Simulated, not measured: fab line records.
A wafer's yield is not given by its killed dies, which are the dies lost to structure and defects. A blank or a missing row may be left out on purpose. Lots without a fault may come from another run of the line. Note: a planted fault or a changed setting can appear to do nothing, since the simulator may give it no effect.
Which tool is to blame? + flow sky130 + Sampling: 24 lots, 72 wafers, 6 of 708 route steps

## WHAT THE GAUGES READ, wafer by wafer
Not one reading of a measure or inspect step in the record can be checked against a usual standard deviation.

## EACH LOT AND THE TOOL THAT RAN IT (in order: tool; ch and the chambers of the sampled wafers; start)
| lot  | SKY_CONTACT_SPUTTER_23      | SKY_METAL1_SPUTTER_02       | SKY_VIA2_STRIP_16                   | SKY_VIA2_CMP_24               | SKY_METAL3_SPUTTER_04       | SKY_CAPM_METAL_ETCH_13           |
|------|-----------------------------|-----------------------------|-------------------------------------|-------------------------------|-----------------------------|----------------------------------|
| L075 | pvdSputter-02, day 32 06:31 | pvdSputter-01, day 32 07:20 | plasmaAsher-01 ch 0, day 36 19:19   | cmp-02 ch 0,2,3, day 36 20:23 | pvdSputter-04, day 36 20:47 | rieMetal-01 ch 0,1, day 37 22:50 |
| L074 | pvdSputter-03, day 32 10:40 | pvdSputter-04, day 32 11:22 | plasmaAsher-03 ch 1, day 37 01:10   | cmp-02 ch 0,3, day 37 02:11   | pvdSputter-01, day 37 02:32 | rieMetal-04 ch 0, day 38 04:23   |
| L076 | pvdSputter-04, day 33 06:33 | pvdSputter-04, day 33 07:15 | plasmaAsher-02 ch 0,1, day 37 20:25 | cmp-01 ch 0,1,2, day 37 21:30 | pvdSputter-01, day 37 21:49 | rieMetal-04 ch 0,1, day 38 22:10 |
| L077 | pvdSputter-02, day 33 06:52 | pvdSputter-01, day 33 07:34 | plasmaAsher-01 ch 0,1, day 37 21:04 | cmp-02 ch 0,1,3, day 37 22:03 | pvdSputter-04, day 37 22:28 | rieMetal-03 ch 0,1, day 38 23:16 |
| L079 | pvdSputter-03, day 33 13:07 | pvdSputter-01, day 33 13:49 | plasmaAsher-03 ch 0,1, day 38 00:43 | cmp-01 ch 0,1, day 38 01:40   | pvdSputter-01, day 38 02:04 | rieMetal-01 ch 0,1, day 39 02:40 |
| L078 | pvdSputter-03, day 33 19:44 | pvdSputter-04, day 33 20:26 | plasmaAsher-02 ch 0,1, day 38 10:15 | cmp-02 ch 0,1,3, day 38 11:11 | pvdSputter-02, day 38 11:35 | rieMetal-03 ch 0,1, day 39 12:52 |
| L084 | pvdSputter-02, day 35 20:47 | pvdSputter-01, day 35 21:29 | plasmaAsher-01 ch 0,1, day 40 05:22 | cmp-02 ch 0,3, day 40 06:22   | pvdSputter-01, day 40 06:46 | rieMetal-03 ch 0, day 41 06:47   |
| L082 | pvdSputter-03, day 35 23:07 | pvdSputter-04, day 35 23:49 | plasmaAsher-01 ch 0,1, day 40 09:08 | cmp-01 ch 1,2,3, day 40 10:10 | pvdSputter-04, day 40 10:29 | rieMetal-01 ch 0,1, day 41 10:38 |
| L081 | pvdSputter-02, day 36 00:47 | pvdSputter-01, day 36 01:29 | plasmaAsher-01 ch 0,1, day 40 11:55 | cmp-02 ch 2,3, day 40 12:56   | pvdSputter-01, day 40 13:20 | rieMetal-04 ch 0,1, day 41 13:49 |
| L085 | pvdSputter-03, day 36 04:04 | pvdSputter-02, day 36 04:46 | plasmaAsher-03 ch 0,1, day 40 14:47 | cmp-01 ch 2,3, day 40 15:43   | pvdSputter-02, day 40 16:08 | rieMetal-03 ch 0, day 41 15:43   |
| L087 | pvdSputter-04, day 36 04:27 | pvdSputter-01, day 36 05:09 | plasmaAsher-01 ch 0,1, day 40 15:43 | cmp-02 ch 0,2, day 40 16:45   | pvdSputter-01, day 40 17:06 | rieMetal-04 ch 0,1, day 41 16:25 |
| L080 | pvdSputter-04, day 36 06:03 | pvdSputter-02, day 36 06:45 | plasmaAsher-03 ch 0,1, day 40 16:12 | cmp-02 ch 1,2,3, day 40 17:17 | pvdSputter-02, day 40 17:32 | rieMetal-01 ch 0,1, day 41 16:56 |
| L086 | pvdSputter-03, day 36 06:47 | pvdSputter-04, day 36 07:29 | plasmaAsher-01 ch 0,1, day 40 17:21 | cmp-01 ch 0,2,3, day 40 18:25 | pvdSputter-04, day 40 18:43 | rieMetal-04 ch 0,1, day 41 18:40 |
| L088 | pvdSputter-02, day 36 08:43 | pvdSputter-04, day 36 09:25 | plasmaAsher-01 ch 0,1, day 40 18:18 | cmp-02 ch 0,1,3, day 40 19:16 | pvdSputter-04, day 40 19:40 | rieMetal-01 ch 0,1, day 41 19:07 |
| L083 | pvdSputter-04, day 36 09:02 | pvdSputter-04, day 36 09:44 | plasmaAsher-03 ch 0,1, day 40 19:18 | cmp-01 ch 0,1, day 40 20:16   | pvdSputter-04, day 40 20:40 | rieMetal-04 ch 0, day 41 20:20   |
| L089 | pvdSputter-02, day 36 09:38 | pvdSputter-02, day 36 10:20 | plasmaAsher-02 ch 0,1, day 40 19:46 | cmp-02 ch 0,2, day 40 21:05   | pvdSputter-02, day 40 21:26 | rieMetal-03 ch 0,1, day 41 21:13 |
| L090 | pvdSputter-04, day 36 14:28 | pvdSputter-01, day 36 15:10 | plasmaAsher-02 ch 0,1, day 41 00:39 | cmp-01 ch 0,1,3, day 41 01:45 | pvdSputter-01, day 41 02:03 | rieMetal-03 ch 0,1, day 42 01:55 |
| L091 | pvdSputter-02, day 37 11:34 | pvdSputter-04, day 37 12:16 | plasmaAsher-01 ch 0,1, day 41 18:43 | cmp-02 ch 0,3, day 41 20:02   | pvdSputter-02, day 41 20:26 | rieMetal-01 ch 0,1, day 42 20:40 |
| L092 | pvdSputter-02, day 37 14:36 | pvdSputter-02, day 37 15:32 | plasmaAsher-03 ch 0,1, day 41 22:43 | cmp-01 ch 0,1,2, day 41 23:44 | pvdSputter-02, day 42 00:05 | rieMetal-03 ch 0,1, day 42 23:52 |
| L093 | pvdSputter-04, day 37 14:37 | pvdSputter-01, day 37 15:32 | plasmaAsher-01 ch 0,1, day 41 23:19 | cmp-01 ch 1,2,3, day 42 00:20 | pvdSputter-02, day 42 00:41 | rieMetal-01 ch 0,1, day 43 00:32 |
| L094 | pvdSputter-03, day 37 16:41 | pvdSputter-04, day 37 17:23 | plasmaAsher-02 ch 0,1, day 41 23:41 | cmp-02 ch 1,3, day 42 00:41   | pvdSputter-04, day 42 01:02 | rieMetal-03 ch 0,1, day 43 01:56 |
| L095 | pvdSputter-02, day 38 00:38 | pvdSputter-04, day 38 01:20 | plasmaAsher-01 ch 0,1, day 42 06:34 | cmp-01 ch 0,1,3, day 42 07:40 | pvdSputter-01, day 42 07:58 | rieMetal-03 ch 0,1, day 43 07:44 |
| L096 | pvdSputter-02, day 38 12:08 | pvdSputter-04, day 38 12:50 | plasmaAsher-03 ch 0,1, day 42 18:35 | cmp-02 ch 0,2,3, day 42 19:40 | pvdSputter-02, day 42 19:56 | rieMetal-04 ch 1, day 43 19:30   |
| L097 | pvdSputter-03, day 38 16:01 | pvdSputter-01, day 38 16:43 | plasmaAsher-03 ch 0,1, day 42 23:19 | cmp-02 ch 0,1,2, day 43 00:26 | pvdSputter-04, day 43 00:41 | rieMetal-03 ch 0,1, day 44 00:28 |
- SKY_CONTACT_SPUTTER_23: material TiN, target thk 20 nm, time 80 s.
- SKY_METAL1_SPUTTER_02: material AlCu, target thk 250 nm, time 13.3 s.
- SKY_VIA2_STRIP_16: strips in O2/N2.
- SKY_VIA2_CMP_24: polishes, stops on SiO2, t overpolish 20 s, target thk 0 nm.
- SKY_METAL3_SPUTTER_04: material TiN, target thk 70 nm, time 58.3 s.
- SKY_CAPM_METAL_ETCH_13: etches TiN in Cl2/BCl3, stops on SiO2, target depth 220 nm, time 62.9 s.

## WHAT THE TOOLS THEMSELVES READ (means of the sampled wafers that have a number; where no wafer has one, the mark that the record gives instead)
SKY_CONTACT_SPUTTER_23. Usual: cathodeDcPowerW 4000.1 W, standard deviation 0.69; throttleValvePct 29.9 %, standard deviation 0.78.
| lot  | tool          | cathodeDcPowerW (W) | throttleValvePct (%) | flag |
|------|---------------|---------------------|----------------------|------|
| L075 | pvdSputter-02 | 3999.2              | 29.4                 |      |
| L074 | pvdSputter-03 | 3999.8              | 30.6                 |      |
| L076 | pvdSputter-04 | 4000.5              | 29.8                 |      |
| L077 | pvdSputter-02 | 4000.4              | 29.7                 |      |
| L079 | pvdSputter-03 | 3999.8              | 30.2                 |      |
| L078 | pvdSputter-03 | 4000.0              | 30.8                 |      |
| L084 | pvdSputter-02 | 4000.3              | 29.4                 |      |
| L082 | pvdSputter-03 | 4000.1              | 30.4                 |      |
| L081 | pvdSputter-02 | 4000.3              | 29.4                 |      |
| L085 | pvdSputter-03 | 4000.2              | 30.1                 |      |
| L087 | pvdSputter-04 | 3999.8              | 29.6                 |      |
| L080 | pvdSputter-04 | 4000.0              | 30.6                 |      |
| L086 | pvdSputter-03 | 3999.9              | 30.3                 |      |
| L088 | pvdSputter-02 | 4000.1              | 29.6                 |      |
| L083 | pvdSputter-04 | 3999.7              | 29.6                 |      |
| L089 | pvdSputter-02 | 3999.6              | 29.7                 |      |
| L090 | pvdSputter-04 | 4000.2              | 30.0                 |      |
| L091 | pvdSputter-02 | 4000.0              | 29.0                 |      |
| L092 | pvdSputter-02 | 4000.8              | 29.2                 |      |
| L093 | pvdSputter-04 | 4000.6              | 30.1                 |      |
| L094 | pvdSputter-03 | 3999.9              | 30.9                 |      |
| L095 | pvdSputter-02 | 3999.9              | 29.5                 |      |
| L096 | pvdSputter-02 | 4000.1              | 29.5                 |      |
| L097 | pvdSputter-03 | 4000.0              | 30.2                 |      |

SKY_METAL1_SPUTTER_02. Usual: cathodeDcPowerW 10600 W, standard deviation 1.9; throttleValvePct 29.5 %, standard deviation 0.89.
| lot  | tool          | cathodeDcPowerW (W) | throttleValvePct (%) | flag |
|------|---------------|---------------------|----------------------|------|
| L075 | pvdSputter-01 | 10599               | 29.3                 |      |
| L074 | pvdSputter-04 | 10601               | 30.7                 |      |
| L076 | pvdSputter-04 | 10601               | 29.4                 |      |
| L077 | pvdSputter-01 | 10600               | 29.2                 |      |
| L079 | pvdSputter-01 | 10602               | 29.1                 |      |
| L078 | pvdSputter-04 | 10601               | 30.3                 |      |
| L084 | pvdSputter-01 | 10599               | 29.8                 |      |
| L082 | pvdSputter-04 | 10600               | 30.7                 |      |
| L081 | pvdSputter-01 | 10600               | 29.2                 |      |
| L085 | pvdSputter-02 | 10602               | 29.7                 |      |
| L087 | pvdSputter-01 | 10600               | 28.8                 |      |
| L080 | pvdSputter-02 | 10600               | 29.8                 |      |
| L086 | pvdSputter-04 | 10602               | 29.5                 |      |
| L088 | pvdSputter-04 | 10601               | 30.2                 |      |
| L083 | pvdSputter-04 | 10600               | 30.3                 |      |
| L089 | pvdSputter-02 | 10600               | 29.3                 |      |
| L090 | pvdSputter-01 | 10597               | 29.1                 |      |
| L091 | pvdSputter-04 | 10598               | 29.4                 |      |
| L092 | pvdSputter-02 | 10601               | 29.3                 |      |
| L093 | pvdSputter-01 | 10601               | 29.1                 |      |
| L094 | pvdSputter-04 | 10601               | 28.7                 |      |
| L095 | pvdSputter-04 | 10599               | 29.8                 |      |
| L096 | pvdSputter-04 | 10601               | 29.6                 |      |
| L097 | pvdSputter-01 | 10600               | 29.3                 |      |

SKY_VIA2_STRIP_16. Usual: drypumpMotorCurrentA 5.7 A, standard deviation 0.42; o2FlowSccm 3000 sccm, standard deviation 10; oesProductAu 0.398 a.u., standard deviation 0.0052; stripTimeToEndpointS 4.04 s, standard deviation 0.037.
| lot  | tool           | drypumpMotorCurrentA (A) | o2FlowSccm (sccm) | oesProductAu (a.u.) | stripTimeToEndpointS (s) | flag |
|------|----------------|--------------------------|-------------------|---------------------|--------------------------|------|
| L075 | plasmaAsher-01 | 5.7                      | 2983              | 0.395               | 4.04                     |      |
| L074 | plasmaAsher-03 | 5.7                      | 3012              | 0.403               | 4.05                     |      |
| L076 | plasmaAsher-02 | 5.0                      | 2995              | 0.397               | 4.06                     |      |
| L077 | plasmaAsher-01 | 5.9                      | 2996              | 0.395               | 4.04                     |      |
| L079 | plasmaAsher-03 | 6.0                      | 2993              | 0.400               | 3.98                     |      |
| L078 | plasmaAsher-02 | 4.9                      | 3002              | 0.398               | 4.03                     |      |
| L084 | plasmaAsher-01 | 6.0                      | 2999              | 0.402               | 4.03                     |      |
| L082 | plasmaAsher-01 | 5.9                      | 2997              | 0.402               | 4.06                     |      |
| L081 | plasmaAsher-01 | 5.9                      | 2989              | 0.396               | 4.04                     |      |
| L085 | plasmaAsher-03 | 6.0                      | 2991              | 0.398               | 4.05                     |      |
| L087 | plasmaAsher-01 | 5.9                      | 3005              | 0.396               | 4.03                     |      |
| L080 | plasmaAsher-03 | 5.8                      | 2997              | 0.399               | 4.04                     |      |
| L086 | plasmaAsher-01 | 5.7                      | 3002              | 0.399               | 4.06                     |      |
| L088 | plasmaAsher-01 | 5.9                      | 3003              | 0.399               | 4.05                     |      |
| L083 | plasmaAsher-03 | 6.0                      | 3000              | 0.399               | 4.07                     |      |
| L089 | plasmaAsher-02 | 5.0                      | 2994              | 0.395               | 4.04                     |      |
| L090 | plasmaAsher-02 | 4.9                      | 2992              | 0.404               | 4.05                     |      |
| L091 | plasmaAsher-01 | 5.7                      | 3014              | 0.405               | 4.04                     |      |
| L092 | plasmaAsher-03 | 5.8                      | 3003              | 0.401               | 4.09                     |      |
| L093 | plasmaAsher-01 | 5.7                      | 2991              | 0.397               | 4.04                     |      |
| L094 | plasmaAsher-02 | 5.0                      | 2998              | 0.392               | 4.03                     |      |
| L095 | plasmaAsher-01 | 5.9                      | 3011              | 0.397               | 4.03                     |      |
| L096 | plasmaAsher-03 | 5.8                      | 2999              | 0.396               | 4.02                     |      |
| L097 | plasmaAsher-03 | 6.0                      | 3018              | 0.395               | 4.01                     |      |

SKY_VIA2_CMP_24. Usual: motorCurrentA 10.5 A, standard deviation 1; overpolishRunS 20.000 s, standard deviation 0.0082; timeToEndpointS 101 s, standard deviation 4.5.
| lot  | tool   | motorCurrentA (A) | overpolishRunS (s) | timeToEndpointS (s) | flag |
|------|--------|-------------------|--------------------|---------------------|------|
| L075 | cmp-02 | 10.1              | 20.005             | 104                 |      |
| L074 | cmp-02 | 8.8               | 19.993             | 104                 |      |
| L076 | cmp-01 | 10.9              | 20.001             | 100                 |      |
| L077 | cmp-02 | 10.4              | 19.996             | 102                 |      |
| L079 | cmp-01 | 11.0              | 19.996             | 99                  |      |
| L078 | cmp-02 | 10.3              | 20.001             | 99                  |      |
| L084 | cmp-02 | 9.5               | 20.002             | 102                 |      |
| L082 | cmp-01 | 10.5              | 20.000             | 94                  |      |
| L081 | cmp-02 | 9.6               | 20.001             | 102                 |      |
| L085 | cmp-01 | 10.7              | 19.999             | 97                  |      |
| L087 | cmp-02 | 10.7              | 19.998             | 103                 |      |
| L080 | cmp-02 | 10.6              | 20.004             | 102                 |      |
| L086 | cmp-01 | 10.6              | 20.006             | 96                  |      |
| L088 | cmp-02 | 10.1              | 20.000             | 104                 |      |
| L083 | cmp-01 | 10.8              | 19.993             | 101                 |      |
| L089 | cmp-02 | 10.3              | 20.000             | 104                 |      |
| L090 | cmp-01 | 10.6              | 19.999             | 98                  |      |
| L091 | cmp-02 | 8.9               | 19.997             | 99                  |      |
| L092 | cmp-01 | 11.1              | 20.001             | 105                 |      |
| L093 | cmp-01 | 10.7              | 20.006             | 98                  |      |
| L094 | cmp-02 | 10.7              | 20.000             | 100                 |      |
| L095 | cmp-01 | 10.5              | 20.006             | 100                 |      |
| L096 | cmp-02 | 10.1              | 19.997             | 103                 |      |
| L097 | cmp-02 | 10.9              | 20.005             | 105                 |      |

SKY_METAL3_SPUTTER_04. Usual: cathodeDcPowerW 6500.0 W, standard deviation 1.1; throttleValvePct 29.3 %, standard deviation 0.76.
| lot  | tool          | cathodeDcPowerW (W) | throttleValvePct (%) | flag |
|------|---------------|---------------------|----------------------|------|
| L075 | pvdSputter-04 | 6500.4              | 29.4                 |      |
| L074 | pvdSputter-01 | 6500.5              | 29.1                 |      |
| L076 | pvdSputter-01 | 6499.9              | 28.4                 |      |
| L077 | pvdSputter-04 | 6499.2              | 29.6                 |      |
| L079 | pvdSputter-01 | 6501.1              | 29.2                 |      |
| L078 | pvdSputter-02 | 6499.4              | 29.2                 |      |
| L084 | pvdSputter-01 | 6499.0              | 28.7                 |      |
| L082 | pvdSputter-04 | 6499.3              | 29.8                 |      |
| L081 | pvdSputter-01 | 6500.6              | 28.7                 |      |
| L085 | pvdSputter-02 | 6499.6              | 29.6                 |      |
| L087 | pvdSputter-01 | 6500.3              | 29.1                 |      |
| L080 | pvdSputter-02 | 6500.7              | 29.3                 |      |
| L086 | pvdSputter-04 | 6499.4              | 28.6                 |      |
| L088 | pvdSputter-04 | 6499.6              | 29.9                 |      |
| L083 | pvdSputter-04 | 6499.4              | 30.0                 |      |
| L089 | pvdSputter-02 | 6500.1              | 29.5                 |      |
| L090 | pvdSputter-01 | 6499.0              | 29.1                 |      |
| L091 | pvdSputter-02 | 6499.9              | 29.5                 |      |
| L092 | pvdSputter-02 | 6499.2              | 29.7                 |      |
| L093 | pvdSputter-02 | 6499.7              | 29.6                 |      |
| L094 | pvdSputter-04 | 6500.2              | 28.7                 |      |
| L095 | pvdSputter-01 | 6500.2              | 28.9                 |      |
| L096 | pvdSputter-02 | 6499.5              | 29.6                 |      |
| L097 | pvdSputter-04 | 6500.7              | 29.0                 |      |

SKY_CAPM_METAL_ETCH_13. Usual: drypumpMotorCurrentA 6.0 A, standard deviation 0.48; oesProductAu 0.940 a.u., standard deviation 0.01; throttleValvePct 21.902 %, standard deviation 0.011.
| lot  | tool        | drypumpMotorCurrentA (A) | oesProductAu (a.u.) | throttleValvePct (%) | flag |
|------|-------------|--------------------------|---------------------|----------------------|------|
| L075 | rieMetal-01 | 5.9                      | 0.932               | 21.915               |      |
| L074 | rieMetal-04 | 6.3                      | 0.934               | 21.905               |      |
| L076 | rieMetal-04 | 6.4                      | 0.939               | 21.899               |      |
| L077 | rieMetal-03 | 5.8                      | 0.927               | 21.916               |      |
| L079 | rieMetal-01 | 6.1                      | 0.950               | 21.900               |      |
| L078 | rieMetal-03 | 5.9                      | 0.942               | 21.901               |      |
| L084 | rieMetal-03 | 6.2                      | 0.933               | 21.908               |      |
| L082 | rieMetal-01 | 6.0                      | 0.955               | 21.897               |      |
| L081 | rieMetal-04 | 6.4                      | 0.951               | 21.886               |      |
| L085 | rieMetal-03 | 6.2                      | 0.933               | 21.912               |      |
| L087 | rieMetal-04 | 6.4                      | 0.937               | 21.900               |      |
| L080 | rieMetal-01 | 6.2                      | 0.946               | 21.890               |      |
| L086 | rieMetal-04 | 6.4                      | 0.942               | 21.894               |      |
| L088 | rieMetal-01 | 6.2                      | 0.935               | 21.907               |      |
| L083 | rieMetal-04 | 6.3                      | 0.937               | 21.910               |      |
| L089 | rieMetal-03 | 5.9                      | 0.943               | 21.894               |      |
| L090 | rieMetal-03 | 5.8                      | 0.930               | 21.914               |      |
| L091 | rieMetal-01 | 6.0                      | 0.940               | 21.903               |      |
| L092 | rieMetal-03 | 5.5                      | 0.939               | 21.908               |      |
| L093 | rieMetal-01 | 5.9                      | 0.942               | 21.913               |      |
| L094 | rieMetal-03 | 5.9                      | 0.945               | 21.903               |      |
| L095 | rieMetal-03 | 5.9                      | 0.951               | 21.908               |      |
| L096 | rieMetal-04 | 6.5                      | 0.926               | 21.910               |      |
| L097 | rieMetal-03 | 5.5                      | 0.954               | 21.888               |      |

## THE ANSWER, worked out from the rows above alone
Rule: a lot is off if the mean of its wafers that have a number lies more than 3 standard deviations from the usual mean. Also off: a lot with no number at a reading for which 4 or more lots have one. Where the step has rows for the other lots, those lots are counted as sound. The gauges are gone through in route order, then the tools' own readings, and for those a lot's mean is taken as printed above. At the first step where some lot is off, the reading lying furthest off is the one used; lots without a number count as furthest.
Across all readings shown, no lot is off: no conclusion can be drawn from this.

## WHAT THE SIMULATOR PUT IN
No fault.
